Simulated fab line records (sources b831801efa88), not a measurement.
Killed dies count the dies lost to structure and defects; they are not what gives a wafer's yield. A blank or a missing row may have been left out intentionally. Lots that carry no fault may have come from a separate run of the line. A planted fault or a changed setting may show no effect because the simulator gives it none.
fab line records -- flow sky130
record: lots: 11, wafers: 32, last_day: 50
route steps=708 shown SD_P@330 RES_XHIGH@339 SD_N@353 PAD_OPEN@708
lots with no fault: from the same line, run without faults
start_h: the number of hours between the record's first day and the start of the first shown wafer of the lot -- wait_h: hours elapsed since this lot's preceding step -- " identical to the entry in the row above -- L1.1+2: one row covering several wafers at once -- - no value, or no start given -- * or withheld: withheld -- < > ~ a bound
route shown NAME@n: NAME is a module with steps in the file, n the number in the route of the first one -- usual: average and standard deviation across the fault-free wafers -- same: alike in all rows -- chamber/n: place in a boat -- sites: per-site readings -- _std_site: how widely they spread, as a standard deviation -- _edge_site: inner sites' mean taken away from outer sites' mean -- radius_mm: how far each site lies from the wafer's centre -- mask NAME#n: copy n -- behind: the last tool/chamber to shape the wafer -- hold: reason for holding the lot/hours on hold/outcome of the hold -- device: which transistor (n, p or np) failed to switch -- end of line: tests run on the same wafers once the route is complete -- step lacking rows: just its recipe -- killed: count of dies lost to structure and defects at first sort (not the wafer's yield) -- map: the dies of a wafer, with x for killed, . for not killed, _ for no die there
set.NAME: setting as actually run; set.NAME@STEP: the setting as run at that earlier step -- model.NAME: the simulator's own value behind a step, which no gauge read
one table for each step of the route and one row for each wafer, over a sample of lots
services: when a tool's chamber went out of use (start_h, in hours from the record's first day, below 0 if earlier), for how many hours, and the reason
== steps ==
step: SKY_SD_P_STRIP_10
recipe: chemistry: O2/N2, power_w: 1400, pressure_mtorr: 1500, platen_temp_c: withheld, o2_flow_sccm: 3000, n2_flow_sccm: 300, overash_fraction: 0.5
usual: drypump_motor_current_A: 5.6/0.44, oes_product_au: 0.618/0.0043, strip_time_to_endpoint_s: 17.49/0.034
lot.wafer,tool,chamber,start_h,wait_h,drypump_motor_current_A,oes_product_au,rf_hours_counter_h,strip_time_to_endpoint_s
L499.1,plasma_asher-01,1,609.44,0.1,6.1,0.618,19,17.50
L499.4,plasma_asher-01,1,609.44,0.1,6.1,0.620,-,17.51
L499.6,plasma_asher-01,0,609.44,0.1,5.4,0.623,-,17.48
L501.1,plasma_asher-03,0,618.14,0.1,5.3,0.622,51,17.52
L501.2,plasma_asher-03,1,618.14,0.1,5.5,0.616,51,17.50
L501.6,plasma_asher-03,1,618.14,0.1,5.5,0.618,-,17.52
L502.3,plasma_asher-01,1,628.42,0.1,6.1,0.618,-,17.47
L502.4,plasma_asher-01,0,628.42,0.1,5.4,0.615,-,17.50
L502.5,plasma_asher-01,0,628.42,0.1,5.4,0.617,-,17.50
L503.3,plasma_asher-04,0,635.57,0.1,5.1,0.616,-,17.51
L503.5,plasma_asher-04,1,635.57,0.1,6.4,0.614,-,17.55
L503.6,plasma_asher-04,0,635.57,0.1,5.1,0.615,-,17.50
L508.1,plasma_asher-03,0,672.04,0.1,5.3,0.618,56,17.48
L508.2,plasma_asher-03,1,672.04,0.1,5.5,0.612,56,17.45
L508.3,plasma_asher-03,1,672.04,0.1,5.5,0.618,-,17.51
L507.1,plasma_asher-04,1,672.24,0.1,6.4,0.625,89,17.41
L507.5,plasma_asher-04,1,672.24,0.1,6.3,0.612,-,17.41
L509.1,plasma_asher-04,1,678.50,0.1,6.4,0.613,90,17.48
L509.3,plasma_asher-04,0,678.50,0.1,5.2,0.620,-,17.47
L509.6,plasma_asher-04,0,678.50,0.1,5.1,0.615,-,17.46
L512.1,plasma_asher-01,0,713.99,0.1,5.5,0.623,28,17.47
L512.2,plasma_asher-01,1,713.99,0.1,6.1,0.622,28,17.50
L512.6,plasma_asher-01,1,713.99,0.1,6.1,0.619,-,17.49
L515.1,plasma_asher-03,0,723.45,0.1,5.3,0.617,61,17.50
L515.4,plasma_asher-03,0,723.45,0.1,5.3,0.614,-,17.49
L515.6,plasma_asher-03,1,723.45,0.1,5.5,0.620,-,17.51
L521.1,plasma_asher-03,1,771.09,0.1,5.5,0.612,66,17.45
L521.2,plasma_asher-03,0,771.09,0.1,5.4,0.612,66,17.51
L521.4,plasma_asher-03,0,771.09,0.1,5.3,0.616,-,17.48
L522.2,plasma_asher-01,1,773.69,0.1,6.1,0.618,34,17.51
L522.3,plasma_asher-01,0,773.69,0.1,5.4,0.620,-,17.56
L522.5,plasma_asher-01,1,773.69,0.1,6.1,0.624,-,17.51
step: SKY_SD_P_TW_MEAS_11
usual: SD_P_TW: 2835/15
lot.wafer,tool,chamber,start_h,wait_h,SD_P_TW
L499.1,film_metro-03,-,609.54,0.1,2819
L499.4,film_metro-03,-,609.54,0.1,2802
L499.6,film_metro-03,-,609.54,0.1,2814
L501.1,film_metro-02,-,618.24,0.1,2866
L501.2,film_metro-02,-,618.24,0.1,2853
L501.6,film_metro-02,-,618.24,0.1,2867
L502.3,film_metro-01,-,628.51,0.1,2836
L502.4,film_metro-01,-,628.51,0.1,2813
L502.5,film_metro-01,-,628.51,0.1,2835
L503.3,film_metro-01,-,635.66,0.1,2812
L503.5,film_metro-01,-,635.66,0.1,2819
L503.6,film_metro-01,-,635.66,0.1,2826
L508.1,film_metro-03,-,672.14,0.1,2832
L508.2,film_metro-03,-,672.14,0.1,2828
L508.3,film_metro-03,-,672.14,0.1,2837
L507.1,film_metro-01,-,672.34,0.1,2836
L507.5,film_metro-01,-,672.34,0.1,2828
L509.1,film_metro-02,-,678.60,0.1,2858
L509.3,film_metro-02,-,678.60,0.1,2864
L509.6,film_metro-02,-,678.60,0.1,2856
L512.1,film_metro-01,-,714.09,0.1,2838
L512.2,film_metro-01,-,714.09,0.1,2851
L512.6,film_metro-01,-,714.09,0.1,2831
L515.1,film_metro-02,-,723.55,0.1,2841
L515.4,film_metro-02,-,723.55,0.1,2825
L515.6,film_metro-02,-,723.55,0.1,2845
L521.1,film_metro-01,-,771.19,0.1,2842
L521.2,film_metro-01,-,771.19,0.1,2850
L521.4,film_metro-01,-,771.19,0.1,2822
L522.2,film_metro-03,-,773.80,0.1,2846
L522.3,film_metro-03,-,773.80,0.1,2842
L522.5,film_metro-03,-,773.80,0.1,2842
step: SKY_RES_XHIGH_IMPLANT_07
recipe: species: BF2, energy_kev: 20, dose_cm2: 3.6e+14, tilt_deg: 0
usual: beam_on_s: 32/3.7, dose_ions_cm2: 3.599e+14/4.5e+11, faraday_current_uA: 648/73
lot.wafer,tool,chamber,start_h,wait_h,beam_on_s,dose_ions_cm2,faraday_current_uA
L499.1,implanter-01,0,638.46,0.1,28,3.598e+14,722
L499.4,implanter-01,0,638.46,0.1,28,3.6e+14,732
L499.6,implanter-01,0,638.46,0.1,28,3.598e+14,714
L501.1,implanter-04,0,646.58,0.1,33,3.605e+14,624
L501.2,implanter-04,0,646.58,0.1,33,3.605e+14,610
L501.6,implanter-04,0,646.58,0.1,32,3.603e+14,628
L502.3,implanter-01,0,656.13,0.1,28,3.598e+14,734
L502.4,implanter-01,0,656.13,0.1,29,3.606e+14,701
L502.5,implanter-01,0,656.13,0.1,29,3.602e+14,709
L503.3,implanter-01,0,663.55,0.1,29,3.605e+14,708
L503.5,implanter-01,0,663.55,0.1,28,3.601e+14,713
L503.6,implanter-01,0,663.55,0.1,29,3.591e+14,710
L508.1,implanter-01,0,699.31,0.1,29,3.603e+14,700
L508.2,implanter-01,0,699.31,0.1,29,3.599e+14,709
L508.3,implanter-01,0,699.31,0.1,28,3.602e+14,725
L507.1,implanter-02,0,699.38,0.1,36,3.602e+14,562
L507.5,implanter-02,0,699.38,0.1,35,3.602e+14,578
L509.1,implanter-01,0,705.98,0.1,29,3.601e+14,704
L509.3,implanter-01,0,705.98,0.1,28,3.601e+14,721
L509.6,implanter-01,0,705.98,0.1,28,3.602e+14,733
L512.1,implanter-02,0,741.11,0.1,36,3.596e+14,567
L512.2,implanter-02,0,741.11,0.1,36,3.597e+14,561
L512.6,implanter-02,0,741.11,0.1,35,3.593e+14,584
L515.1,implanter-02,0,750.78,0.1,35,3.592e+14,574
L515.4,implanter-02,0,750.78,0.1,36,3.596e+14,574
L515.6,implanter-02,0,750.78,0.1,37,3.594e+14,550
L521.1,implanter-01,0,797.83,0.1,28,3.464e+14,709
L521.2,implanter-01,0,797.83,0.1,26,3.465e+14,741
L521.4,implanter-01,0,797.83,0.1,27,3.463e+14,710
L522.2,implanter-01,0,800.81,0.1,28,3.465e+14,709
L522.3,implanter-01,0,800.81,0.1,27,3.469e+14,710
L522.5,implanter-01,0,800.81,0.1,28,3.468e+14,697
step: SKY_RES_XHIGH_TW_MEAS_09
usual: RES_XHIGH_TW: 1649/8.1
lot.wafer,tool,chamber,start_h,wait_h,RES_XHIGH_TW
L499.1,film_metro-01,-,638.71,0.1,1635
L499.4,film_metro-01,-,638.71,0.1,1635
L499.6,film_metro-01,-,638.71,0.1,1634
L501.1,film_metro-02,-,646.83,0.1,1664
L501.2,film_metro-02,-,646.83,0.1,1661
L501.6,film_metro-02,-,646.83,0.1,1655
L502.3,film_metro-03,-,656.35,0.1,1640
L502.4,film_metro-03,-,656.35,0.1,1641
L502.5,film_metro-03,-,656.35,0.1,1645
L503.3,film_metro-02,-,663.77,0.1,1658
L503.5,film_metro-02,-,663.77,0.1,1652
L503.6,film_metro-02,-,663.77,0.1,1651
L508.1,film_metro-02,-,699.56,0.1,1660
L508.2,film_metro-02,-,699.56,0.1,1654
L508.3,film_metro-02,-,699.56,0.1,1647
L507.1,film_metro-03,-,699.63,0.1,1642
L507.5,film_metro-03,-,699.63,0.1,1653
L509.1,film_metro-01,-,706.23,0.1,1658
L509.3,film_metro-01,-,706.23,0.1,1655
L509.6,film_metro-01,-,706.23,0.1,1658
L512.1,film_metro-02,-,741.36,0.1,1640
L512.2,film_metro-02,-,741.36,0.1,1645
L512.6,film_metro-02,-,741.36,0.1,1650
L515.1,film_metro-03,-,751.03,0.1,1658
L515.4,film_metro-03,-,751.03,0.1,1666
L515.6,film_metro-03,-,751.03,0.1,1661
L521.1,film_metro-03,-,798.08,0.1,1629
L521.2,film_metro-03,-,798.08,0.1,1629
L521.4,film_metro-03,-,798.08,0.1,1622
L522.2,film_metro-01,-,801.04,0.1,1627
L522.3,film_metro-01,-,801.04,0.1,1630
L522.5,film_metro-01,-,801.04,0.1,1622
step: SKY_SD_N_STRIP_11
recipe: chemistry: O2/N2, power_w: 1400, pressure_mtorr: 1500, platen_temp_c: withheld, o2_flow_sccm: 3000, n2_flow_sccm: 300, overash_fraction: 0.5
usual: drypump_motor_current_A: 5.7/0.48, oes_product_au: 0.527/0.0044, strip_time_to_endpoint_s: 22.54/0.03
lot.wafer,tool,chamber,start_h,wait_h,drypump_motor_current_A,oes_product_au,rf_hours_counter_h,strip_time_to_endpoint_s
L499.1,plasma_asher-04,0,667.06,0.1,5.1,0.518,89,22.51
L499.4,plasma_asher-04,1,667.06,0.1,6.3,0.523,-,22.58
L499.6,plasma_asher-04,1,667.06,0.1,6.3,0.527,-,22.57
L501.1,plasma_asher-02,1,675.12,0.1,6.5,0.517,90,22.51
L501.2,plasma_asher-02,0,675.12,0.1,6.1,0.530,90,22.50
L501.6,plasma_asher-02,1,675.12,0.1,6.5,0.531,-,22.53
L502.3,plasma_asher-03,0,684.57,0.1,5.3,0.522,-,22.54
L502.4,plasma_asher-03,1,684.57,0.1,5.5,0.532,-,22.58
L502.5,plasma_asher-03,0,684.57,0.1,5.3,0.527,-,22.52
L503.3,plasma_asher-03,1,691.99,0.1,5.5,0.528,-,22.55
L503.5,plasma_asher-03,1,691.99,0.1,5.5,0.534,-,22.58
L503.6,plasma_asher-03,0,691.99,0.1,5.3,0.529,-,22.55
L508.1,plasma_asher-03,1,727.04,0.1,5.5,0.523,62,22.48
L508.2,plasma_asher-03,0,727.04,0.1,5.3,0.523,62,22.52
L508.3,plasma_asher-03,1,727.04,0.1,5.5,0.526,-,22.50
L507.1,plasma_asher-02,0,727.09,0.1,6.0,0.527,96,22.59
L507.5,plasma_asher-02,0,727.09,0.1,6.0,0.528,-,22.59
L509.1,plasma_asher-03,1,733.74,0.1,5.5,0.525,62,22.53
L509.3,plasma_asher-03,1,733.74,0.1,5.5,0.526,-,22.57
L509.6,plasma_asher-03,0,733.74,0.1,5.3,0.526,-,22.55
L512.1,plasma_asher-04,1,768.92,0.1,6.3,0.527,99,22.58
L512.2,plasma_asher-04,0,768.92,0.1,5.1,0.528,99,22.59
L512.6,plasma_asher-04,0,768.92,0.1,5.1,0.528,-,22.56
L515.1,plasma_asher-04,0,778.94,0.1,5.1,0.532,100,22.50
L515.4,plasma_asher-04,0,778.94,0.1,5.1,0.533,-,22.58
L515.6,plasma_asher-04,1,778.94,0.1,6.3,0.514,-,22.52
L521.1,plasma_asher-04,1,826.47,0.1,6.3,0.522,105,22.49
L521.2,plasma_asher-04,0,826.47,0.1,5.1,0.530,105,22.54
L521.4,plasma_asher-04,1,826.47,0.1,6.3,0.523,-,22.53
L522.2,plasma_asher-02,1,827.60,0.1,6.5,0.527,8,22.53
L522.3,plasma_asher-02,1,827.60,0.1,6.5,0.529,-,22.49
L522.5,plasma_asher-02,0,827.60,0.1,6.0,0.530,-,22.52
step: SKY_SD_N_RS_MEAS_18
recipe: thk_meas_gauge: four-point-probe
usual: RES_XHIGH_RS: 333.3/1.2
lot.wafer,tool,chamber,start_h,wait_h,RES_XHIGH_RS[ohm/sq]
L499.1,film_metro-02,-,667.68,0.1,333.0
L499.4,film_metro-02,-,667.68,0.1,335.3
L499.6,film_metro-02,-,667.68,0.1,335.4
L501.1,film_metro-01,-,675.74,0.1,333.1
L501.2,film_metro-01,-,675.74,0.1,332.4
L501.6,film_metro-01,-,675.74,0.1,334.0
L502.3,film_metro-02,-,685.24,0.1,332.7
L502.4,film_metro-02,-,685.24,0.1,332.0
L502.5,film_metro-02,-,685.24,0.1,331.2
L503.3,film_metro-01,-,692.62,0.1,334.4
L503.5,film_metro-01,-,692.62,0.1,334.6
L503.6,film_metro-01,-,692.62,0.1,335.3
L508.1,film_metro-02,-,727.66,0.1,332.2
L508.2,film_metro-02,-,727.66,0.1,332.2
L508.3,film_metro-02,-,727.66,0.1,332.4
L507.1,film_metro-01,-,727.71,0.1,334.5
L507.5,film_metro-01,-,727.71,0.1,332.1
L509.1,film_metro-03,-,734.47,0.1,332.0
L509.3,film_metro-03,-,734.47,0.1,332.5
L509.6,film_metro-03,-,734.47,0.1,333.7
L512.1,film_metro-02,-,769.55,0.1,331.4
L512.2,film_metro-02,-,769.55,0.1,332.5
L512.6,film_metro-02,-,769.55,0.1,332.8
L515.1,film_metro-01,-,779.56,0.1,333.0
L515.4,film_metro-01,-,779.56,0.1,332.8
L515.6,film_metro-01,-,779.56,0.1,334.0
L521.1,film_metro-03,-,827.09,0.1,344.3
L521.2,film_metro-03,-,827.09,0.1,343.2
L521.4,film_metro-03,-,827.09,0.1,343.9
L522.2,film_metro-03,-,828.25,0.1,343.9
L522.3,film_metro-03,-,828.25,0.1,343.7
L522.5,film_metro-03,-,828.25,0.1,344.7
step: SKY_PAD_OPEN_PROBE_99
usual: killed_at_M0_to_M3: 44/6.3, killed_at_M4_up: 3.1/1.8, killed_at_contacts: 25/5.1, killed_at_front_end: 15/4.1, killed_at_other: 0.3/0.71, killed_dies: 87/8.8, killed_open: 47/6.8, killed_short: 40/6.7
same: gross_dies: 492, killed_at_back_side: 0
lot.wafer,tool,chamber,start_h,wait_h,killed_at_M0_to_M3,killed_at_M4_up,killed_at_contacts,killed_at_front_end,killed_at_other,killed_dies,killed_open,killed_short
L522.2,prober-01,-,1202.79,0.1,44,6,19,12,10,91,38,43
killed by level:class
L522.2 PAD_OPEN:area_etch=10 VIA1:geometric_particle:open=9 METAL2:geometric_particle:short=7 VIA2:geometric_particle:open=6 CONTACT:geometric_particle:open=6 VIA1:geometric_particle:short=6 METAL4:geometric_particle:short=6 FIELD_ISO:geometric_particle:open=5
== services ==
tool,chamber,start_h,hours,kind
implanter-01,-,590.48,4.3,pm
plasma_asher-02,-,594.92,15.6,pm
implanter-04,-,604.99,2.6,pm
implanter-02,-,609.75,1.1,repair
plasma_asher-02,-,623.06,0.9,repair
plasma_asher-04,-,632.99,1.6,repair
implanter-04,-,648.15,29.4,repair
plasma_asher-01,-,653.36,1.6,repair
plasma_asher-01,-,666.04,2.8,pm
implanter-04,-,674.66,4.6,repair
implanter-04,-,679.95,7.2,repair
plasma_asher-03,-,681.79,1.5,repair
implanter-04,-,693.38,15.6,pm
plasma_asher-03,-,701.90,4.3,pm
plasma_asher-01,-,705.87,4.0,repair
implanter-01,-,706.85,4.1,repair
plasma_asher-02,-,733.75,9.0,pm
implanter-02,-,734.47,6.5,repair
implanter-04,-,735.73,9.6,repair
implanter-04,-,770.09,106.0,repair
implanter-04,-,785.32,4.2,repair
plasma_asher-03,-,817.15,2.2,repair
implanter-01,-,824.72,2.8,repair
plasma_asher-01,-,825.64,5.8,repair
== key ==
first_sign: step: SKY_RES_XHIGH_IMPLANT_07, reading: dose_ions_cm2, direction: down, sigmas: 29, usual: *, struck: *
effect: step: SKY_RES_XHIGH_TW_MEAS_09, reading: RES_XHIGH_TW, direction: down, sigmas: 2.8, usual: 1649, struck: 1627
effect: step: SKY_SD_N_RS_MEAS_18, reading: RES_XHIGH_RS, direction: up, sigmas: 8.8, usual: 333.3, struck: 344.0
met_at SKY_RES_XHIGH_IMPLANT_07
struck_lots L521,L522
tester_left_out L521,L522
baseline_loss: step: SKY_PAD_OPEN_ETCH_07, wafers: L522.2
not_acting_at SKY_SD_P_STRIP_10,SKY_SD_P_TW_MEAS_11,SKY_SD_N_STRIP_11
onset_between 705.98 797.83
fault: kind: process_parameter_drift, tool: implanter-01, chamber: -, onset_h: 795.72, steps: SKY_RES_XHIGH_IMPLANT_07, channel: dose_cm2, offset: *, shape: step, end_h: 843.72, acts_in: *, stated: *
tester_left_out: of these lots the tester's yield and bins aren't shown, on N5 and GAA mostly nor the transistor test; their killed dies are dies lost to structure and defects alone, not to doping, threshold or leakage, so they don't give the yield
baseline_loss: these wafers lose ten dies or more at that step, a loss of the line's own and not of a fault; the sort's usual values leave them out
